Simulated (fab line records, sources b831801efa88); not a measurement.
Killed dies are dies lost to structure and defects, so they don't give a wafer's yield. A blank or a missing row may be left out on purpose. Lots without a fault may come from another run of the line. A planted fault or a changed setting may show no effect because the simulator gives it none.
Split-lot experiment | flow sfq_line | 5 lots, 23 wafers read, on a route of 325 steps

THE SPLIT
At SFQ_TRILAYER_M3_DEP_SPUTTER_073 (material Nb, target thk 200 nm, time 133.3 s), the setting time_s was moved away from the recipe's 133.3 s on 10 of the 23 wafers read, by -13.4% to +6.0%. The other wafers ran this setting at the recipe's value.

The file shows no step between the split and the reading.

THE READING
M3_NB_RS, in ohm/sq, at SFQ_M3_RS_MEAS_919 (measures by four-point-probe). Fault-free wafers of this fab line usually give 0.888 ohm/sq, standard deviation 0.013 ohm/sq.

wafer  | tool, chamber at the split | time_s as run, s | against the recipe | M3_NB_RS, ohm/sq | against lot-mates on the recipe
L074.1 | pvd_sputter-03, -          | 133.3            | recipe             | 0.867            | -
L074.3 | pvd_sputter-03, -          | 133.3            | recipe             | 0.872            | -
L074.6 | pvd_sputter-03, -          | 133.3            | recipe             | 0.864            | -
L075.2 | pvd_sputter-04, -          | 133.3            | recipe             | 0.870            | -
L075.3 | pvd_sputter-04, -          | 133.3            | recipe             | 0.876            | -
L075.4 | pvd_sputter-04, -          | 119.7            | -10.2%             | 0.967            | +0.095
L075.5 | pvd_sputter-04, -          | 119.7            | -10.2%             | 0.972            | +0.100
L075.6 | pvd_sputter-04, -          | 133.3            | recipe             | 0.869            | -
L079.1 | pvd_sputter-03, -          | 133.3            | recipe             | 0.880            | -
L079.3 | pvd_sputter-03, -          | 133.3            | recipe             | 0.876            | -
L079.4 | pvd_sputter-03, -          | 141.3            | +6.0%              | 0.835            | -0.043
L079.5 | pvd_sputter-03, -          | 141.3            | +6.0%              | 0.808            | -0.070
L079.6 | pvd_sputter-03, -          | 141.3            | +6.0%              | 0.828            | -0.050
L083.1 | pvd_sputter-03, -          | 133.3            | recipe             | 0.884            | -
L083.2 | pvd_sputter-03, -          | 115.5            | -13.4%             | 1.034            | +0.139
L083.3 | pvd_sputter-03, -          | 115.5            | -13.4%             | 1.004            | +0.109
L083.4 | pvd_sputter-03, -          | 115.5            | -13.4%             | 1.037            | +0.142
L083.6 | pvd_sputter-03, -          | 133.3            | recipe             | 0.906            | -
L084.1 | pvd_sputter-03, -          | 133.3            | recipe             | 0.882            | -
L084.2 | pvd_sputter-03, -          | 133.3            | recipe             | 0.897            | -
L084.3 | pvd_sputter-03, -          | 133.3            | recipe             | 0.891            | -
L084.4 | pvd_sputter-03, -          | 127              | -4.7%              | 0.919            | +0.029
L084.5 | pvd_sputter-03, -          | 127              | -4.7%              | 0.941            | +0.051

THE FIT
A straight line over all 23 wafers: M3_NB_RS changes by -0.0102 ohm/sq for each +1% of time_s; r = -0.98; the points scatter about the line by 0.014 ohm/sq.
The same after taking each lot's own level away (the mean of its wafers on the recipe; 23 wafers): -0.00954 ohm/sq for each +1%; r = -0.99; scatter 0.0093 ohm/sq.
On that fit, the largest move of time_s shifts the reading by 0.13 ohm/sq.
The lots' own levels span 0.8677 to 0.8950 ohm/sq, that is 2.1 times the standard deviation above.
So the lot-to-lot level changes the slope little: the two slopes agree.
Check: with one of the wafers moved furthest among these (-13.4%) left out of the fit, the line predicts +0.125 ohm/sq for it against its lot-mates. It came out at +0.139 ohm/sq against them.

OTHER SPLITS ON THESE WAFERS
These wafers also went through other splits before the reading. Each is held against what the fit with the lots' levels taken away leaves over:
other split on the same wafers                  | wafers away from the commonest value | r with M3_NB_RS (lot level and that fit taken away)
SFQ_TRILAYER_L0_VIA_LITHO_EXPOSE_014 dose_mj    | 7                                    | +0.28
SFQ_TRILAYER_L0_VIA_LITHO_PEB_016 peb_time_s    | 5                                    | +0.16
SFQ_TRILAYER_M0_LITHO_COAT_026 spin_rpm         | 5                                    | +0.14
SFQ_TRILAYER_M0_BARC_OPEN_METAL_ETCH_031 time_s | 11                                   | +0.13
SFQ_TRILAYER_I0_VIA_LITHO_COAT_036 spin_rpm     | 6                                    | -0.12
SFQ_TRILAYER_M1_BARC_OPEN_METAL_ETCH_054 time_s | 7                                    | -0.11
SFQ_TRILAYER_M2_LITHO_COAT_057 resist_thk_nm    | 9                                    | +0.23
SFQ_TRILAYER_M2_ETCH_METAL_ETCH_060 time_s      | 6                                    | -0.09

THE WHOLE CHAIN: every reading that the file lists as answering this split, in the file's order
step                            | what it does                                 | reading                                                                                   | change (the file's fit)              | r (the file's)
SFQ_TRILAYER_M3_DEP_SPUTTER_073 | material Nb, target thk 200 nm, time 133.3 s | Nb_of_TRILAYER_M3_DEP_SPUTTER_073.thk_nm (the simulator's own value, which no gauge read) | +1.94 nm for each +1% of the setting | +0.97
SFQ_M3_RS_MEAS_919              | measures by four-point-probe                 | M3_NB_RS                                                                                  | -0.00953 for each +1% of the setting | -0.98

THE FILE'S OWN FIT
M3_NB_RS changes by -0.00953 ohm/sq for each +1% of time_s, r = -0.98.
